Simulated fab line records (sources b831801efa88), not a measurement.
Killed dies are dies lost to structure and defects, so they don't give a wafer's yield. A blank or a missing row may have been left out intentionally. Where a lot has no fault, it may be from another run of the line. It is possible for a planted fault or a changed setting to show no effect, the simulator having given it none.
Comparing a struck lot with a sound one | flow sfq line | 41 out of 325 route steps
Sound: wafers L981.2, L981.3, L981.5. Wafers L970.1, L970.3, L970.5 were the ones struck. At the end, the cause is stated.
Each step with rows lists, per side, the tool, then ch with its chambers, then its first start. Under that, the readings that differ: sound wafers | struck wafers | difference of the means | sigmas: that difference in standard deviations of wafers without a fault.
alike: a reading whose means differ by less than 2 such deviations, as well as words and numbers matching on both sides. not compared: withheld readings; readings where some wafer has no value; bounds like >300 that might hide an equal value; numbers whose values overlap and for which the record gives no deviation.
The two part at a step that has a row with sigmas, a row that says differs or no value, or rows on one side only. Non-overlapping numbers with no deviation appear without sigmas and do not part them. A reading that every wafer of one side lacks parts them only if that side has two wafers or more.

SFQ_I1_OVL_MEAS_913:
  sound on overlay-02, day 30 21:16; struck on overlay-01, day 26 06:13
  reading     | sound  | struck  | difference | sigmas
  I1_OVL (nm) | 6 12 7 | 0 -2 -3 | -10        | -2
SFQ_TRILAYER_I1_VIA_BARC_OPEN_VIA_ETCH_071: etches BARC in O2, target depth 125 nm, time 41.7 s.
  sound on rie diel-01 ch 0,1,2, day 30 21:18; struck on rie diel-03 ch 0,1,3, day 26 06:15
  alike: drypump motor current A, oes product au
  not compared: rf hours counter h
then, 1 step without rows for these wafers: SFQ_TRILAYER_I1_VIA_ETCH_VIA_ETCH_052 (etches SiO2 in CHF3, stops on Nb, target depth 260 nm).
SFQ_TRILAYER_I1_VIA_STRIP_STRIP_053: strips in O2.
  sound on rie metal-03 ch 0,1, day 30 21:27; struck on rie metal-04 ch 0,1, day 26 06:24
  alike: drypump motor current A, oes product au
  not compared: rf hours counter h
then, 2 steps without rows for these wafers: SFQ_TRILAYER_I1_VIA_STRIP_SOLV_CLEAN_054 (cleans in NMP, time 600 s); SFQ_TRILAYER_M2_DEP_PRE_CLEAN_056 (time 22.5 s).
SFQ_TRILAYER_M2_DEP_SPUTTER_055: material Nb, target thk 200 nm, time 133.3 s.
  sound on pvd sputter-04, day 30 22:16; struck on pvd sputter-05, day 26 07:13
  alike: throttle valve pct
SFQ_M2_RS_MEAS_914: a four-point-probe measurement.
  sound on film metro-03, day 30 22:22; struck on film metro-04, day 26 07:18
  alike: M2_NB_RS
then, 3 steps without rows for these wafers: SFQ_TRILAYER_M2_LITHO_COAT_062 (resist thk 62 nm); SFQ_TRILAYER_M2_LITHO_COAT_057 (resist thk 600 nm); SFQ_TRILAYER_M2_LITHO_SOFTBAKE_061.
-- the record jumps here: 5 days lie between the struck wafers' starts before and after --
SFQ_TRILAYER_M2_LITHO_EXPOSE_058: exposes mask M2, target cd 500 nm.
  sound on krf scanner-01 ch 0, day 35 13:47; struck on krf scanner-02 ch 0, day 31 09:06
  reading              | sound                | struck               | difference | sigmas
  exposure dose mJ cm2 | 14.410 14.420 14.404 | 13.056 13.050 13.038 | -1.363     | -97
  alike: mask
then, 2 steps without rows for these wafers: SFQ_TRILAYER_M2_LITHO_PEB_060 (peb time 60 s); SFQ_TRILAYER_M2_LITHO_DEVELOP_059 (time 60 s).
SFQ_M2_OVL_MEAS_916:
  sound on overlay-02, day 35 15:05; struck on overlay-01, day 31 10:36
  alike: M2_OVL
SFQ_TRILAYER_M2_BARC_OPEN_METAL_ETCH_077: etches BARC in O2, target depth 125 nm, time 41.7 s.
  sound on rie metal-03 ch 0,1, day 35 15:07; struck on rie metal-02 ch 1, day 31 10:38
  reading             | sound           | struck          | difference | sigmas
  model.M2.cd nm (nm) | 496.2 498.7 498 | 517.5 517.9 518 | +20.2      |
  alike: drypump motor current A, oes product au
  not compared: rf hours counter h
SFQ_TRILAYER_M2_ETCH_METAL_ETCH_060: etches Nb in Cl2/Ar, stops on SiO2, target depth 240 nm, time 120 s.
  sound on rie metal-03 ch 0,1, day 35 15:11; struck on rie metal-02 ch 1, day 31 10:41
  reading             | sound             | struck          | difference | sigmas
  model.M2.cd nm (nm) | 495.1 498.6 496.8 | 518 519.1 519.1 | +22        |
  alike: drypump motor current A, oes product au
  not compared: rf hours counter h
then, 3 steps without rows for these wafers: SFQ_TRILAYER_M2_STRIP_STRIP_061 (strips in O2); SFQ_TRILAYER_M2_STRIP_SOLV_CLEAN_062 (cleans in NMP, time 600 s); SFQ_TRILAYER_I2_DEP_PECVD_063 (deposits SiO2 from SiH4/N2O, time 111.11 s, target thk 500 nm).
-- the record jumps here: 2 days lie between the struck wafers' starts before and after --
SFQ_TRILAYER_I2_CMP_CMP_064: polishes SiO2.
  sound on cmp-02 ch 0,1,2, day 35 22:54; struck on cmp-02 ch 0,2, day 33 20:38
  alike: motor current A, time to endpoint s
SFQ_I2_BOW_MEAS_917:
  sound on film metro-02, day 36 01:55; struck on film metro-03, day 33 23:08
  alike: I2_BOW
then, 7 steps without rows for these wafers: SFQ_TRILAYER_I2_METRO_MEASURE_065; SFQ_TRILAYER_I2_VIA_LITHO_COAT_072 (resist thk 62 nm); SFQ_TRILAYER_I2_VIA_LITHO_COAT_067 (resist thk 650 nm); SFQ_TRILAYER_I2_VIA_LITHO_SOFTBAKE_071; SFQ_TRILAYER_I2_VIA_LITHO_EXPOSE_068 (exposes mask I2, target cd 500 nm); SFQ_TRILAYER_I2_VIA_LITHO_PEB_070 (peb time 60 s); SFQ_TRILAYER_I2_VIA_LITHO_DEVELOP_069 (time 60 s).
-- the record jumps here: 5 days lie between the struck wafers' starts before and after --
SFQ_I2_OVL_MEAS_918:
  sound on overlay-01, day 42 08:12; struck on overlay-01, day 39 07:44
  alike: I2_OVL
then, 5 steps without rows for these wafers: SFQ_TRILAYER_I2_VIA_BARC_OPEN_VIA_ETCH_096 (etches BARC in O2, target depth 125 nm, time 41.7 s); SFQ_TRILAYER_I2_VIA_ETCH_VIA_ETCH_070 (etches SiO2 in CHF3, stops on Nb, target depth 260 nm); SFQ_TRILAYER_I2_VIA_STRIP_STRIP_071 (strips in O2); SFQ_TRILAYER_I2_VIA_STRIP_SOLV_CLEAN_072 (cleans in NMP, time 600 s); SFQ_TRILAYER_M3_DEP_PRE_CLEAN_074 (time 22.5 s).
SFQ_TRILAYER_M3_DEP_SPUTTER_073: material Nb, target thk 200 nm, time 133.3 s.
  sound on pvd sputter-05, day 42 09:12; struck on pvd sputter-05, day 39 09:08
  alike: throttle valve pct
SFQ_M3_RS_MEAS_919: a four-point-probe measurement.
  sound on film metro-04, day 42 09:19; struck on film metro-02, day 39 09:14
  alike: M3_NB_RS
then, 3 steps without rows for these wafers: SFQ_TRILAYER_M3_LITHO_COAT_080 (resist thk 62 nm); SFQ_TRILAYER_M3_LITHO_COAT_075 (resist thk 600 nm); SFQ_TRILAYER_M3_LITHO_SOFTBAKE_079.
-- the record jumps here: 39 days lie between the struck wafers' starts before and after --
SFQ_M8_BOW_MEAS_951:
  sound on film metro-03, day 90 13:22; struck on film metro-03, day 77 22:43
  reading               | sound            | struck          | difference | sigmas
  model.etest.m2.ohm um | 1.79 1.781 1.811 | 1.737 1.72 1.74 | -0.062     |
  alike: M8_BOW

WHERE THEY PART
First at SFQ_I1_OVL_MEAS_913; last, within this record, at SFQ_TRILAYER_M2_LITHO_EXPOSE_058. Later steps at which nothing parts them and some readings are alike: SFQ_M2_OVL_MEAS_916, SFQ_TRILAYER_M2_BARC_OPEN_METAL_ETCH_077, SFQ_TRILAYER_M2_ETCH_METAL_ETCH_060, SFQ_TRILAYER_I2_CMP_CMP_064, SFQ_I2_BOW_MEAS_917, SFQ_I2_OVL_MEAS_918, SFQ_TRILAYER_M3_DEP_SPUTTER_073, SFQ_M3_RS_MEAS_919, SFQ_M8_BOW_MEAS_951.

WHY: whatever the simulator had introduced
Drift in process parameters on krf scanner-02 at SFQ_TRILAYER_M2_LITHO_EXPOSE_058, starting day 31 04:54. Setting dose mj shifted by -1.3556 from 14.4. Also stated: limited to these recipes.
